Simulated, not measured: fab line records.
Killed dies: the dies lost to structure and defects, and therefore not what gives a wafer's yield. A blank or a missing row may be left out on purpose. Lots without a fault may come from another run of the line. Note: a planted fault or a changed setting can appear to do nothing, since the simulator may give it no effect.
Which tool is to blame? | flow gf180mcu | Sampling: 13 lots, 39 wafers, 5 of 602 route steps

WHAT EACH GAUGE READ, for each wafer
GF_HV_LDD_CD_MEAS_31 targets a cd of 400 nm.
lot  | measured     | on        | cd nm (nm)
L590 | day 11 23:07 | cd sem-01 | 400.1 399.9 401.0
L591 | day 12 00:26 | cd sem-02 | 404.5 404.7 406.1
L594 | day 12 18:22 | cd sem-01 | 397.1 399.6 399.1
L595 | day 13 11:24 | cd sem-02 | 401.5 402.5 402.4
L596 | day 13 20:59 | cd sem-01 | 399.4 401.6 399.0
L597 | day 13 23:59 | cd sem-01 | 398.7 399.9 399.6
L599 | day 14 11:41 | cd sem-02 | 404.4 402.1 404.4
L600 | day 15 06:22 | cd sem-01 | 404.1 403.3 404.9
L601 | day 15 13:35 | cd sem-02 | 401.2 400.9 399.7
L602 | day 15 13:52 | cd sem-01 | 402.2 402.1 400.1
L603 | day 15 20:44 | cd sem-02 | 402.4 400.7 401.4
L604 | day 16 04:30 | cd sem-01 | 405.7 405.0 405.4
L613 | day 19 04:40 | cd sem-01 | 407.5 409.9 408.7

GF_HV_LDD_OVL_MEAS_32.
lot  | measured     | on         | HV_LDD_02_OVL (nm)
L590 | day 11 23:13 | overlay-02 | 0.8 -0.5 -1.1
L591 | day 12 00:34 | overlay-01 | 1.4 1.7 1.4
L594 | day 12 18:29 | overlay-02 | 1.1 -0.3 0.5
L595 | day 13 11:29 | overlay-01 | -0.8 -0.4 -1.7
L596 | day 13 21:05 | overlay-01 | 1.0 2.1 0.6
L597 | day 14 00:07 | overlay-02 | 2.2 2.8 2.2
L599 | day 14 11:46 | overlay-02 | 0.7 0.3 -1.2
L600 | day 15 06:29 | overlay-01 | 0.1 -1.4 0.1
L601 | day 15 13:41 | overlay-01 | 281.2 282.4 284.4
L602 | day 15 13:59 | overlay-02 | 281.3 280.1 280.8
L603 | day 15 20:50 | overlay-02 | -1.7 -0.3 -1.3
L604 | day 16 04:35 | overlay-01 | 282.9 283.8 282.6
L613 | day 19 04:47 | overlay-01 | -1.2 0.8 -0.3

GF_HV_LDD_CD_MEAS_46 targets a cd of 400 nm.
lot  | measured     | on        | cd nm (nm)
L590 | day 12 19:29 | cd sem-02 | 401.1 403.3 401.8
L591 | day 12 20:19 | cd sem-02 | 397.2 400.2 398.5
L594 | day 13 14:58 | cd sem-01 | 400.5 398.7 402.4
L595 | day 14 09:09 | cd sem-01 | 404.2 399.3 402.3
L596 | day 14 17:55 | cd sem-02 | 396.6 398.6 397.2
L597 | day 14 21:05 | cd sem-01 | 400.7 400.8 397.4
L599 | day 15 10:15 | cd sem-01 | 401.0 402.2 402.8
L600 | day 16 04:46 | cd sem-02 | 401.2 397.7 399.6
L601 | day 16 12:38 | cd sem-02 | 399.5 398.9 399.3
L602 | day 16 13:08 | cd sem-01 | 399.3 400.6 400.4
L603 | day 16 20:14 | cd sem-01 | 404.2 403.5 403.8
L604 | day 17 03:57 | cd sem-02 | 402.5 402.6 401.5
L613 | day 20 05:28 | cd sem-02 | 398.5 397.9 400.1

TOOL THAT RAN EACH LOT (tool first, then ch and the chambers of the sampled wafers, then the start)
lot  | GF_HV_LDD_STRIP_10                   | GF_HV_LDD_EXPOSE_28
L590 | plasma asher-03 ch 0,1, day 10 09:20 | iline stepper-01 ch 0, day 11 13:58
L591 | plasma asher-02 ch 0,1, day 10 09:36 | iline stepper-01 ch 0, day 11 14:55
L594 | plasma asher-02 ch 0,1, day 11 03:28 | iline stepper-01 ch 0, day 12 08:58
L595 | plasma asher-03 ch 0,1, day 11 19:14 | iline stepper-02 ch 0, day 13 02:02
L596 | plasma asher-03 ch 0,1, day 12 05:14 | iline stepper-01 ch 0, day 13 11:07
L597 | plasma asher-02 ch 0,1, day 12 08:22 | iline stepper-01 ch 0, day 13 13:34
L599 | plasma asher-04 ch 0,1, day 12 19:19 | iline stepper-01 ch 0, day 14 01:41
L600 | plasma asher-02 ch 0,1, day 13 11:58 | iline stepper-01 ch 0, day 14 19:50
L601 | plasma asher-04 ch 0,1, day 13 18:08 | iline stepper-01 ch 0, day 15 02:32
L602 | plasma asher-03 ch 0,1, day 13 18:26 | iline stepper-01 ch 0, day 15 02:47
L603 | plasma asher-04 ch 0,1, day 14 01:26 | iline stepper-02 ch 0, day 15 10:04
L604 | plasma asher-03 ch 0,1, day 14 08:44 | iline stepper-01 ch 0, day 15 17:38
L613 | plasma asher-03 ch 0,1, day 17 05:07 | iline stepper-02 ch 0, day 18 17:31
- GF_HV_LDD_STRIP_10: strips in O2/N2.
- GF_HV_LDD_EXPOSE_28: exposes mask Nplus HV AREA, target cd 400 nm.

WHAT THE TOOLS THEMSELVES READ (means of the sampled wafers that have a number; where no wafer has one, the mark that the record gives instead)
GF_HV_LDD_STRIP_10.
lot  | tool            | drypump motor current A (A) | heater power w (W) | n2 flow sccm (sccm) | oes product au (a.u.) | strip time to endpoint s (s)
L590 | plasma asher-03 | 5.62                        | 359                | 299.7               | 0.717                 | 12.63
L591 | plasma asher-02 | 5.68                        | 370                | 299.3               | 0.712                 | 12.61
L594 | plasma asher-02 | 5.87                        | 396                | 299.4               | 0.714                 | 12.58
L595 | plasma asher-03 | 5.60                        | 378                | 300.7               | 0.719                 | 12.63
L596 | plasma asher-03 | 5.60                        | 372                | 300.0               | 0.713                 | 12.58
L597 | plasma asher-02 | 5.67                        | 375                | 299.5               | 0.717                 | 12.54
L599 | plasma asher-04 | 5.80                        | 345                | 300.6               | 0.719                 | 12.62
L600 | plasma asher-02 | 5.85                        | 392                | 300.7               | 0.713                 | 12.60
L601 | plasma asher-04 | 5.77                        | 329                | 299.9               | 0.716                 | 12.63
L602 | plasma asher-03 | 5.64                        | 362                | 300.3               | 0.718                 | 12.70
L603 | plasma asher-04 | 5.77                        | 332                | 299.0               | 0.716                 | 12.59
L604 | plasma asher-03 | 5.62                        | 357                | 299.7               | 0.722                 | 12.63
L613 | plasma asher-03 | 5.60                        | 371                | 300.7               | 0.714                 | 12.62

GF_HV_LDD_EXPOSE_28.
lot  | tool             | exposure dose mJ cm2
L590 | iline stepper-01 | 141.23
L591 | iline stepper-01 | 141.32
L594 | iline stepper-01 | 141.46
L595 | iline stepper-02 | 141.19
L596 | iline stepper-01 | 141.20
L597 | iline stepper-01 | 141.36
L599 | iline stepper-01 | 141.26
L600 | iline stepper-01 | 141.20
L601 | iline stepper-01 | 141.33
L602 | iline stepper-01 | 141.24
L603 | iline stepper-02 | 141.56
L604 | iline stepper-01 | 141.30
L613 | iline stepper-02 | 141.23

THE ANSWER, worked out from the rows above alone
Rule: usual is defined by the lots themselves. Put in order of their means at a reading, lots are off if they are a third of the lots or fewer, leave a main group of 4 or more, and stand apart from it by a gap of 3 or more times the standard deviation of the main group's means; of several such gaps the widest counts. The tables above print the reading to a certain number of digits; a main group whose means all agree to those digits is not used. A lot without any number at a reading at which 4 lots or more have one is off too. Any other lot the step has rows for is counted as sound. The gauges are gone through in route order, then the tools' own readings, and for those a lot's mean is taken as printed above. At the first step where some lot is off, the reading lying furthest off is the one used; lots without a number count as furthest.
Off: L601, L602, L604, at GF_HV_LDD_OVL_MEAS_32 (HV_LDD_02_OVL). Mean 0.3 nm and standard deviation 1.1 in the main group.
If a tool, at a process step before that reading, ran all the lots that are off and no sound lot after the first of them, it fits. The gauges at GF_HV_LDD_OVL_MEAS_32 are tried like those tools. One fits: GF_HV_LDD_EXPOSE_28 on iline stepper-01. A fault onset in the window from L600 (day 14 19:50, its last sound lot) to L601 (day 15 02:32, its first lot off) fits.

WHAT WAS PUT IN BY THE SIMULATOR
Scanner matching overlay: iline stepper-01, from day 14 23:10 on, at GF_HV_LDD_EXPOSE_28. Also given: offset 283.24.
Lots struck among those shown: L601, L602, L604. The rule above reached the same finding.
